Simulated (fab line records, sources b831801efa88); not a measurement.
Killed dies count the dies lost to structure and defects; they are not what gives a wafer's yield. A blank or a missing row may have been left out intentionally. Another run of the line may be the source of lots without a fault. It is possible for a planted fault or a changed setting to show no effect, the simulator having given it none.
fab line records	flow sky130
record lots=6	wafers=18	last_day=50
route steps=708 shown VT_ADJUST_PCH@151 SONOS_TUNNEL@154 PAD_OPEN@708
lots with no fault: from the same line, run without faults
start_h: hours from the record's opening day to when the first of the lot's shown wafers began	wait_h: time in hours since the lot's previous step	" repeats the value in the row above	L1.1+2: several wafers, shown together as one row	- value missing, or start not given	* or withheld: withheld	< > ~ a bound
route shown NAME@n: a module of which the file shows steps, and the number in the route of the first	usual: mean/standard deviation of fault-free wafers	same: alike in all rows	chamber/n: place in a boat	sites: per-site readings	_std_site: the standard deviation of these	_edge_site: outer sites' mean less inner sites'	radius_mm: for every site, how far away it sits from the centre of the wafer	mask NAME#n: copy n	behind: the tool/chamber that last shaped the wafer	hold: reason for holding the lot/hours on hold/outcome of the hold	device: the transistor (n, p or np) that didn't switch	end of line: tests of these same wafers at the route's end	step lacking rows: just its recipe	killed: not the wafer's yield, but the dies lost to structure and defects at the first sort	map: a wafer's dies, x killed, . not, _ none there
set.NAME: the setting as run; set.NAME@STEP: as run at that earlier step	model.NAME: the simulator's own value behind a step, which no gauge read
a table for each step, a row for each wafer; lots at some steps of the route
services: from which hour (start_h, from the record's first day; less than 0 if before it) a tool's chamber was out of use, for how many hours, and why
## steps
# step SKY_VT_ADJUST_PCH_IMPLANT_08
# recipe species=B	energy_kev=10	dose_cm2=4.967e+11	tilt_deg=withheld
# step SKY_VT_ADJUST_PCH_STRIP_09
# recipe chemistry=O2/N2	power_w=1400	pressure_mtorr=1500	platen_temp_c=withheld	o2_flow_sccm=3000	n2_flow_sccm=300	overash_fraction=0.5
# usual drypump_motor_current_A=5.9/0.39	n2_flow_sccm=299.7/0.96	oes_product_au=0.722/0.0045	strip_time_to_endpoint_s=36.95/0.11
lot.wafer	tool	chamber	start_h	wait_h	drypump_motor_current_A	n2_flow_sccm	oes_product_au	rf_hours_counter_h	strip_time_to_endpoint_s
L799.1	plasma_asher-04	0	303.31	0.1	6.0	300.7	0.723	62	36.97
L799.5	"	0	"	"	6.0	300.4	0.727	-	37.09
L799.6	"	1	"	"	5.4	299.6	0.724	-	37.03
L800.1	plasma_asher-04	0	314.44	0.1	6.0	301.8	0.725	63	36.84
L800.4	"	1	"	"	5.4	299.4	0.730	-	36.91
L800.6	"	1	"	"	5.4	299.1	0.720	-	37.03
L802.1	plasma_asher-03	1	324.29	0.1	6.1	300.5	0.722	52	37.06
L802.3	"	0	"	"	6.5	299.3	0.718	-	37.07
L802.6	"	0	"	"	6.5	299.3	0.722	-	37.00
L803.2	plasma_asher-04	1	327.44	0.1	5.3	300.3	0.709	64	36.96
L803.3	"	1	"	"	5.3	300.0	0.713	-	36.92
L803.5	"	0	"	"	6.1	300.1	0.720	-	36.88
L811.1	plasma_asher-03	0	387.69	0.1	6.5	301.4	0.726	59	36.88
L811.4	"	0	"	"	6.5	301.1	0.718	-	36.93
L811.6	"	1	"	"	6.1	299.1	0.724	-	36.92
L813.2	plasma_asher-03	0	403.69	0.1	6.5	299.6	0.733	60	37.20
L813.3	"	0	"	"	6.5	299.4	0.724	-	37.11
L813.6	"	0	"	"	6.5	298.2	0.720	-	37.07
# step SKY_VT_ADJUST_PCH_TW_MEAS_10
# usual VT_ADJUST_PCH_TW=142.7/0.86
lot.wafer	tool	chamber	start_h	wait_h	VT_ADJUST_PCH_TW
L799.1	film_metro-03	-	303.41	0.1	141.5
L799.5	"	-	"	"	141.6
L799.6	"	-	"	"	141.2
L800.1	film_metro-03	-	314.54	0.1	142.1
L800.4	"	-	"	"	141.8
L800.6	"	-	"	"	142.0
L802.1	film_metro-03	-	324.39	0.1	142.2
L802.3	"	-	"	"	142.6
L802.6	"	-	"	"	142.5
L803.2	film_metro-03	-	327.55	0.1	142.0
L803.3	"	-	"	"	143.3
L803.5	"	-	"	"	141.7
L811.1	film_metro-01	-	387.79	0.1	144.5
L811.4	"	-	"	"	144.1
L811.6	"	-	"	"	144.0
L813.2	film_metro-04	-	403.80	0.1	142.4
L813.3	"	-	"	"	142.7
L813.6	"	-	"	"	142.6
# step SKY_SONOS_TUNNEL_DEHYDRATE_00
# recipe temp_c=200	time_s=60
# step SKY_SONOS_TUNNEL_HMDS_01
# recipe prime_time_s=60	prime_temp_c=120
# step SKY_SONOS_TUNNEL_COAT_02
# recipe resist=NOVOLAK	spin_rpm=3000	resist_thk_nm=1140
# step SKY_SONOS_TUNNEL_SOFTBAKE_03
# recipe temp_c=90	time_s=60	resist=NOVOLAK
# step SKY_SONOS_TUNNEL_EXPOSE_04
# recipe mask_id=TUNM	na=0.6	source_shape=conventional	sigma_outer=0.6	polarization=unpolarized	target_cd_nm=410	dose_mj=136
# step SKY_SONOS_TUNNEL_PEB_05
# recipe temp_c=withheld	time_s=*	resist=NOVOLAK
# step SKY_SONOS_TUNNEL_DEVELOP_06
# recipe resist=NOVOLAK	developer=TMAH	develop_time_s=60	dev_temp_c=23
# step SKY_SONOS_TUNNEL_CD_MEAS_07
# recipe target_cd_nm=410
# usual cd_nm=410.0/2.5
lot.wafer	tool	chamber	start_h	wait_h	cd_nm
L799.1	cd_sem-02	-	329.42	0.1	407.0
L799.5	"	-	"	"	405.9
L799.6	"	-	"	"	406.7
L800.1	cd_sem-02	-	340.12	0.1	410.0
L800.4	"	-	"	"	410.2
L800.6	"	-	"	"	410.5
L802.1	cd_sem-01	-	348.82	0.1	408.7
L802.3	"	-	"	"	409.7
L802.6	"	-	"	"	410.1
L803.2	cd_sem-01	-	352.03	0.1	411.7
L803.3	"	-	"	"	408.0
L803.5	"	-	"	"	409.4
L811.1	cd_sem-01	-	416.68	0.1	405.8
L811.4	"	-	"	"	407.1
L811.6	"	-	"	"	408.8
L813.2	cd_sem-01	-	433.69	0.1	412.1
L813.3	"	-	"	"	411.4
L813.6	"	-	"	"	412.3
# step SKY_SONOS_TUNNEL_OVL_MEAS_08
# usual SONOS_TUNNEL_OVL=0.5/1.6
lot.wafer	tool	chamber	start_h	wait_h	SONOS_TUNNEL_OVL[nm]
L799.1	overlay-02	-	329.54	0.1	-0.9
L799.5	"	-	"	"	-0.3
L799.6	"	-	"	"	-1.1
L800.1	overlay-02	-	340.24	0.1	-0.2
L800.4	"	-	"	"	1.1
L800.6	"	-	"	"	0.8
L802.1	overlay-02	-	348.94	0.1	-1.2
L802.3	"	-	"	"	0.9
L802.6	"	-	"	"	-2.3
L803.2	overlay-02	-	352.13	0.1	-0.3
L803.3	"	-	"	"	-0.2
L803.5	"	-	"	"	1.1
L811.1	overlay-01	-	416.80	0.1	3.0
L811.4	"	-	"	"	1.4
L811.6	"	-	"	"	3.2
L813.2	overlay-02	-	433.80	0.1	-3.2
L813.3	"	-	"	"	-3.3
L813.6	"	-	"	"	-1.0
# step SKY_SONOS_TUNNEL_IMPLANT_09
# recipe species=B	energy_kev=20	dose_cm2=1e+12	tilt_deg=withheld
# usual dose_ions_cm2=9.999e+11/9.8e+08	faraday_current_uA=5.65/0.1
lot.wafer	tool	chamber	start_h	wait_h	dose_ions_cm2	faraday_current_uA
L799.1	implanter-03	0	329.58	0.0	9.99e+11	5.84
L799.5	"	0	"	"	9.996e+11	5.74
L799.6	"	0	"	"	9.998e+11	5.76
L800.1	implanter-04	0	340.28	0.0	1.0012e+12	5.58
L800.4	"	0	"	"	1.0001e+12	5.67
L800.6	"	0	"	"	1.0006e+12	5.60
L802.1	implanter-04	0	348.98	0.0	4.479e+11	2.46
L802.3	"	0	"	"	4.47e+11	2.54
L802.6	"	0	"	"	4.476e+11	2.52
L803.2	implanter-04	0	352.19	0.0	4.479e+11	2.45
L803.3	"	0	"	"	4.464e+11	2.45
L803.5	"	0	"	"	4.469e+11	2.55
L811.1	implanter-03	0	416.84	0.0	9.998e+11	5.60
L811.4	"	0	"	"	9.988e+11	5.78
L811.6	"	0	"	"	1.0005e+12	5.68
L813.2	implanter-04	0	433.85	0.0	9.982e+11	5.72
L813.3	"	0	"	"	9.993e+11	5.65
L813.6	"	0	"	"	1.0002e+12	5.62
# step SKY_SONOS_TUNNEL_WET_ETCH_10
# recipe chemistry=dHF	target_depth_nm=14	target=SiO2	dilution=100:1	temp_c=25	time_s=280
# step SKY_SONOS_TUNNEL_STRIP_11
# recipe chemistry=SPM	time_s=600	temp_c=130
# step SKY_SONOS_TUNNEL_TW_MEAS_12
# usual SONOS_TUNNEL_TW=198.3/1.8
lot.wafer	tool	chamber	start_h	wait_h	SONOS_TUNNEL_TW
L799.1	film_metro-04	-	330.08	0.0	197.3
L799.5	"	-	"	"	197.5
L799.6	"	-	"	"	199.5
L800.1	film_metro-03	-	340.69	0.0	198.3
L800.4	"	-	"	"	197.2
L800.6	"	-	"	"	198.3
L802.1	film_metro-02	-	349.39	0.0	161.3
L802.3	"	-	"	"	160.2
L802.6	"	-	"	"	161.6
L803.2	film_metro-03	-	352.61	0.0	158.3
L803.3	"	-	"	"	157.7
L803.5	"	-	"	"	158.6
L811.1	film_metro-02	-	417.25	0.0	201.3
L811.4	"	-	"	"	199.9
L811.6	"	-	"	"	198.9
L813.2	film_metro-03	-	434.25	0.0	194.9
L813.3	"	-	"	"	195.9
L813.6	"	-	"	"	194.5
# step SKY_SONOS_TUNNEL_CLEAN_13
# recipe chemistry=dHF	time_s=20	dilution=100:1	dry=ipa_marangoni
# step SKY_PAD_OPEN_PROBE_99
# usual killed_at_M0_to_M3=44/6.8	killed_at_M4_up=3.1/1.8	killed_at_contacts=25/5.2	killed_at_front_end=15/4.1	killed_at_other=0.3/0.62	killed_dies=88/9.4	killed_open=48/7.1	killed_short=40/6.1
# same gross_dies=492	killed_at_back_side=0
lot.wafer	tool	chamber	start_h	wait_h	killed_at_M0_to_M3	killed_at_M4_up	killed_at_contacts	killed_at_front_end	killed_at_other	killed_dies	killed_open	killed_short	model.etest.tip_sonos.rs_ohm_sq	model.etest.sonos_uncharged.r_on_ohm_um	model.etest.sonos_programmed.off_log10_a_um	model.etest.sonos_programmed.vt_v	model.etest.sonos_baked.vt_v	model.etest.sonos_uncharged.vt_v	model.etest.sonos_erased.vt_v
L799.1	prober-01	-	1141.11	0.1	34	3	34	11	1	83	46	37	2628	807.4	-13.99	1.556	0.9828	-0.4177	-2.276
L799.5	prober-01	-	1141.31	0.2	48	2	30	22	0	102	55	47	2672	798.1	-13.89	1.578	1.042	-0.4364	-2.366
L799.6	prober-01	-	1141.36	0.2	40	4	38	13	0	95	56	39	2674	797.3	-13.99	1.533	1.01	-0.4368	-2.358
L800.1	prober-02	-	1146.60	0.1	33	2	19	14	0	68	37	31	2760	807	-13.86	1.554	1.014	-0.3942	-2.409
L800.4	prober-02	-	1146.75	0.2	46	2	22	16	0	86	45	41	2782	799	-13.91	1.625	1.05	-0.4197	-2.398
L800.6	prober-02	-	1146.85	0.2	50	3	26	13	0	92	48	44	2747	801.2	-13.8	1.548	1.016	-0.452	-2.396
L802.1	prober-01	-	1151.63	0.1	41	3	16	11	0	71	39	32	2589	761.6	-13.01	1.385	0.8366	-0.5815	-2.448
L802.3	prober-01	-	1151.73	0.2	49	3	29	16	0	97	51	46	2599	756	-12.42	1.337	0.8704	-0.6313	-2.47
L802.6	prober-01	-	1151.88	0.2	50	0	28	23	0	101	54	47	2610	766.6	-12.69	1.414	0.8421	-0.5756	-2.494
L803.2	prober-02	-	1152.60	0.1	51	3	25	7	0	86	57	29	2597	791.1	-12.53	1.242	0.7466	-0.5551	-2.38
L803.3	prober-02	-	1152.65	0.2	42	7	24	15	0	88	48	40	2638	794.2	-12.89	1.244	0.7236	-0.5499	-2.327
L803.5	prober-02	-	1152.75	0.2	43	3	24	12	0	82	43	39	2616	784.5	-12.32	1.204	0.7819	-0.5583	-2.329
L811.1	prober-01	-	1192.00	0.1	47	2	18	15	1	83	49	33	2790	831.8	-13.9	1.402	0.9566	-0.4337	-2.232
L811.4	prober-01	-	1192.15	0.2	43	3	30	19	1	96	56	40	2794	819.8	-13.91	1.469	0.9215	-0.4304	-2.292
L811.6	prober-01	-	1192.25	0.2	45	3	26	15	1	90	57	32	2876	826.1	-13.96	1.434	0.9624	-0.4363	-2.298
L813.2	prober-02	-	1197.95	0.1	37	6	26	22	0	91	41	49	2801	802.1	-13.9	1.44	0.9764	-0.4753	-2.28
L813.3	prober-02	-	1198.00	0.2	45	8	29	21	0	103	53	49	2767	817.6	-13.99	1.439	0.9484	-0.3932	-2.262
L813.6	prober-02	-	1198.15	0.2	47	7	26	20	0	100	61	39	2786	810.6	-13.92	1.466	0.9474	-0.4014	-2.353
# killed by level:class
L799.1 CONTACT:geometric_particle:open=10 LI_CONTACT:geometric_particle:open=9 CONTACT:geometric_particle:short=7 VIA1:geometric_particle:open=6 VIA2:geometric_particle:open=6 FIELD_ISO:geometric_particle:short=4 LOCAL_INTERCONNECT:geometric_particle:short=4 METAL2:geometric_particle:short=4
L799.5 LI_CONTACT:geometric_particle:open=9 VIA3:geometric_particle:open=8 VIA1:geometric_particle:open=8 CONTACT:geometric_particle:open=8 VIA2:geometric_particle:open=8 FIELD_ISO:geometric_particle:short=7 LOCAL_INTERCONNECT:geometric_particle:short=7 METAL1:geometric_particle:short=6
L799.6 CONTACT:geometric_particle:open=12 VIA1:geometric_particle:open=11 LI_CONTACT:geometric_particle:open=10 CONTACT:geometric_particle:short=8 LOCAL_INTERCONNECT:geometric_particle:short=6 VIA2:geometric_particle:open=5 VIA3:geometric_particle:open=5 VIA3:geometric_particle:short=4
L800.1 VIA3:geometric_particle:open=7 FIELD_ISO:geometric_particle:open=6 CONTACT:geometric_particle:open=6 METAL2:geometric_particle:short=6 LI_CONTACT:geometric_particle:open=5 VIA2:geometric_particle:open=5 METAL1:geometric_particle:short=4 FIELD_ISO:geometric_particle:short=3
L800.4 VIA1:geometric_particle:open=14 METAL1:geometric_particle:short=7 CONTACT:geometric_particle:open=6 VIA1:geometric_particle:short=6 LI_CONTACT:geometric_particle:open=5 LOCAL_INTERCONNECT:geometric_particle:short=5 VIA3:geometric_particle:open=5 FIELD_ISO:geometric_particle:open=4
L800.6 VIA1:geometric_particle:open=15 CONTACT:geometric_particle:open=10 METAL2:geometric_particle:short=7 VIA3:geometric_particle:open=7 CONTACT:geometric_particle:short=6 VIA1:geometric_particle:short=5 METAL3:geometric_particle:short=5 POLY_GATE:geometric_particle:short=3
L802.1 CONTACT:geometric_particle:open=7 VIA2:geometric_particle:open=7 VIA1:geometric_particle:open=6 METAL3:geometric_particle:short=6 VIA3:geometric_particle:open=5 VIA3:geometric_particle:short=4 FIELD_ISO:geometric_particle:short=3 LI_CONTACT:geometric_particle:open=3
L802.3 VIA1:geometric_particle:open=11 CONTACT:geometric_particle:open=8 METAL1:geometric_particle:short=7 LI_CONTACT:geometric_particle:open=7 VIA2:geometric_particle:open=7 FIELD_ISO:geometric_particle:open=6 CONTACT:geometric_particle:short=6 VIA3:geometric_particle:open=6
L802.6 LI_CONTACT:geometric_particle:open=12 VIA1:geometric_particle:open=12 FIELD_ISO:geometric_particle:short=8 CONTACT:geometric_particle:open=7 METAL3:geometric_particle:short=7 FIELD_ISO:geometric_particle:open=6 METAL1:geometric_particle:short=6 VIA2:geometric_particle:open=6
L803.2 VIA1:geometric_particle:open=13 CONTACT:geometric_particle:open=12 VIA3:geometric_particle:open=9 LI_CONTACT:geometric_particle:open=7 VIA2:geometric_particle:open=6 VIA3:geometric_particle:short=5 VIA1:geometric_particle:short=5 CONTACT:geometric_particle:short=4
L803.3 VIA1:geometric_particle:open=13 CONTACT:geometric_particle:open=8 VIA2:geometric_particle:open=7 CONTACT:geometric_particle:short=6 LI_CONTACT:geometric_particle:open=5 VIA3:geometric_particle:open=5 FIELD_ISO:geometric_particle:open=4 POLY_GATE:geometric_particle:short=4
L803.5 CONTACT:geometric_particle:open=11 VIA3:geometric_particle:open=6 METAL2:geometric_particle:short=6 VIA1:geometric_particle:open=5 METAL1:geometric_particle:short=5 VIA1:geometric_particle:short=5 VIA2:geometric_particle:open=5 LI_CONTACT:geometric_particle:short=4
L811.1 CONTACT:geometric_particle:open=12 VIA1:geometric_particle:open=12 VIA3:geometric_particle:open=8 VIA1:geometric_particle:short=6 VIA2:geometric_particle:open=6 FIELD_ISO:geometric_particle:open=5 CONTACT:geometric_particle:short=4 METAL2:geometric_particle:short=4
L811.4 CONTACT:geometric_particle:open=12 LI_CONTACT:geometric_particle:open=10 METAL1:geometric_particle:short=8 POLY_GATE:geometric_particle:open=7 VIA3:geometric_particle:open=7 VIA2:geometric_particle:open=7 FIELD_ISO:geometric_particle:short=6 VIA1:geometric_particle:open=5
L811.6 CONTACT:geometric_particle:open=13 VIA3:geometric_particle:open=9 VIA1:geometric_particle:open=8 VIA2:geometric_particle:open=8 LI_CONTACT:geometric_particle:open=6 METAL2:geometric_particle:short=5 FIELD_ISO:geometric_particle:open=4 POLY_GATE:geometric_particle:open=4
L813.2 VIA1:geometric_particle:open=12 CONTACT:geometric_particle:open=8 SPACER:geometric_particle:short=6 LI_CONTACT:geometric_particle:open=6 FIELD_ISO:geometric_particle:short=5 LI_CONTACT:geometric_particle:short=5 METAL2:geometric_particle:short=5 METAL4:geometric_particle:short=5
L813.3 VIA1:geometric_particle:open=16 CONTACT:geometric_particle:open=8 POLY_GATE:geometric_particle:short=6 LOCAL_INTERCONNECT:geometric_particle:short=6 LI_CONTACT:geometric_particle:open=5 METAL4:geometric_particle:short=5 FIELD_ISO:geometric_particle:open=4 LI_CONTACT:geometric_particle:short=4
L813.6 VIA1:geometric_particle:open=15 CONTACT:geometric_particle:open=9 LI_CONTACT:geometric_particle:open=8 VIA2:geometric_particle:open=8 METAL2:geometric_particle:short=6 POLY_GATE:geometric_particle:open=5 METAL4:geometric_particle:short=5 POLY_GATE:geometric_particle:short=4
## services
tool	chamber	start_h	hours	kind
implanter-03	-	315.89	5.0	pm
implanter-04	-	382.47	3.5	pm
plasma_asher-04	-	423.73	0.3	repair
implanter-03	-	430.03	4.2	repair
## key
first_sign step=SKY_SONOS_TUNNEL_IMPLANT_09	reading=dose_ions_cm2	direction=down	sigmas=99+	usual=*	struck=*
effect step=SKY_SONOS_TUNNEL_IMPLANT_09	reading=faraday_current_uA	direction=down	sigmas=30	usual=5.65	struck=2.50
effect step=SKY_SONOS_TUNNEL_TW_MEAS_12	reading=SONOS_TUNNEL_TW	direction=down	sigmas=21	usual=198.3	struck=159.6
model_effect step=SKY_PAD_OPEN_PROBE_99	value=etest.tip_sonos.rs_ohm_sq	without=2701	struck=2608
met_at SKY_SONOS_TUNNEL_IMPLANT_09
struck_wafers L802.1,L802.3,L802.6,L803.2,L803.3,L803.5
tester_left_out L802,L803
onset_between 340.28 348.98
fault kind=process_parameter_drift	tool=implanter-04	chamber=-	onset_h=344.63	steps=SKY_SONOS_TUNNEL_IMPLANT_09	channel=dose_cm2	offset=*	shape=step	end_h=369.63	acts_in=*	stated=*
# tester_left_out: of these lots the tester's yield and bins aren't shown, on N5 and GAA mostly nor the transistor test; their killed dies are dies lost to structure and defects alone, not to doping, threshold or leakage, so they don't give the yield
